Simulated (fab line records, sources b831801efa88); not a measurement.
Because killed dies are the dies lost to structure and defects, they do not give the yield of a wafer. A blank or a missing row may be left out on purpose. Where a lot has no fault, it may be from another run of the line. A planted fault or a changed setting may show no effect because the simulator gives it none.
Chamber matching | flow sky130 | SKY_CONTACT_CMP_27 on cmp-02: 4 sister chambers
The step polishes, stops on SiO2, t overpolish 15 s, target thk 0 nm. 30 wafers are shown with their chamber, then 12 later ones without.

## WAFERS, EACH WITH ITS CHAMBER
wafer  | chamber | motor current A (A) | slurry flow ml min | time to endpoint s (s)
L079.1 | 3       | 9.9                 | 149.5              | 86
L079.2 | 0       | 11.3                | 150.6              | 86
L079.4 | 2       | 11.4                | 150.6              | 83
L081.1 | 2       | 11.4                | 149.9              | 80
L081.3 | 1       | 8.6                 | 150.0              | 81
L081.4 | 0       | 11.3                | 150.7              | 81
L085.4 | 0       | 11.0                | 150.7              | 82
L085.5 | 3       | 9.7                 | 150.1              | 85
L085.6 | 0       | 10.8                | 149.8              | 81
L089.2 | 1       | 8.6                 | 150.3              | 88
L089.3 | 2       | 11.2                | 149.4              | 85
L089.4 | 3       | 9.7                 | 149.6              | 84
L087.1 | 2       | 11.3                | 150.1              | 81
L087.3 | 1       | 8.4                 | 150.3              | 82
L087.4 | 0       | 11.2                | 150.1              | 82
L088.3 | 3       | 9.8                 | 149.2              | 85
L088.4 | 2       | 11.5                | 150.5              | 82
L088.5 | 0       | 10.9                | 150.7              | 85
L090.2 | 3       | 10.5                | 150.4              | 86
L090.3 | 2       | 10.5                | 149.5              | 85
L090.4 | 0       | 10.9                | 150.6              | 84
L091.4 | 1       | 8.2                 | 149.9              | 88
L091.5 | 2       | 11.6                | 150.2              | 87
L091.6 | 1       | 8.3                 | 149.9              | 88
L092.3 | 0       | 11.1                | 150.9              | 83
L092.4 | 1       | 8.4                 | 149.8              | 83
L092.6 | 0       | 11.6                | 150.5              | 82
L093.3 | 2       | 11.1                | 150.3              | 84
L093.4 | 1       | 8.5                 | 151.0              | 85
L093.5 | 1       | 8.2                 | 150.2              | 88

SIGNATURES (averages over the wafers above)
reading            | chamber 0 | chamber 1 | chamber 2 | chamber 3 | scatter within a chamber
motor current A    | 11.122    | 8.400     | 11.250    | 9.920     | 0.275
slurry flow ml min | 150.511   | 150.175   | 150.062   | 149.760   | 0.405
time to endpoint s | 82.89     | 85.38     | 83.38     | 85.20     | 2.23
Rule: for a wafer and a chamber, the distance is found by dividing, reading by reading, the gap between the wafer's reading and the chamber's mean by the reading's scatter, squaring, summing and taking the root. The wafer belongs to the nearest chamber; if the next one is less than 2 further off, it can't be placed. The scatter: the root of (the sum of the squares of (reading less its chamber's mean) over the shown wafers, divided by (wafers less chambers)).

## WAFERS WITH NO CHAMBER GIVEN
wafer  | motor current A (A) | slurry flow ml min | time to endpoint s (s)
L094.2 | 11.5                | 150.4              | 81
L094.3 | 11.0                | 151.0              | 82
L094.6 | 10.4                | 150.5              | 86
L095.2 | 8.2                 | 150.1              | 86
L095.3 | 10.0                | 149.9              | 85
L095.6 | 11.6                | 150.0              | 82
L096.4 | 10.0                | 150.1              | 88
L096.5 | 10.0                | 149.2              | 84
L096.6 | 11.5                | 150.4              | 82
L097.1 | 8.4                 | 149.6              | 83
L097.3 | 11.3                | 149.0              | 78
L097.4 | 9.9                 | 149.6              | 80

## WHICH CHAMBER EACH ONE RAN IN
wafer  | from the rows above          | in truth
L094.2 | can't be placed: 2 or 0      | 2
L094.3 | can't be placed: 0 or 2      | 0
L094.6 | can't be placed: 3 or 0 or 2 | 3
L095.2 | 1                            | 1
L095.3 | 3                            | 3
L095.6 | can't be placed: 2 or 0      | 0
L096.4 | 3                            | 3
L096.5 | 3                            | 3
L096.6 | can't be placed: 2 or 0      | 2
L097.1 | 1                            | 1
L097.3 | can't be placed: 2 or 0      | 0
L097.4 | 3                            | 3
Correctly placed: 6 of 12. Cannot be placed on the basis of these rows: 6; the candidates contain the true chamber in 6. Placed wrongly: 0.
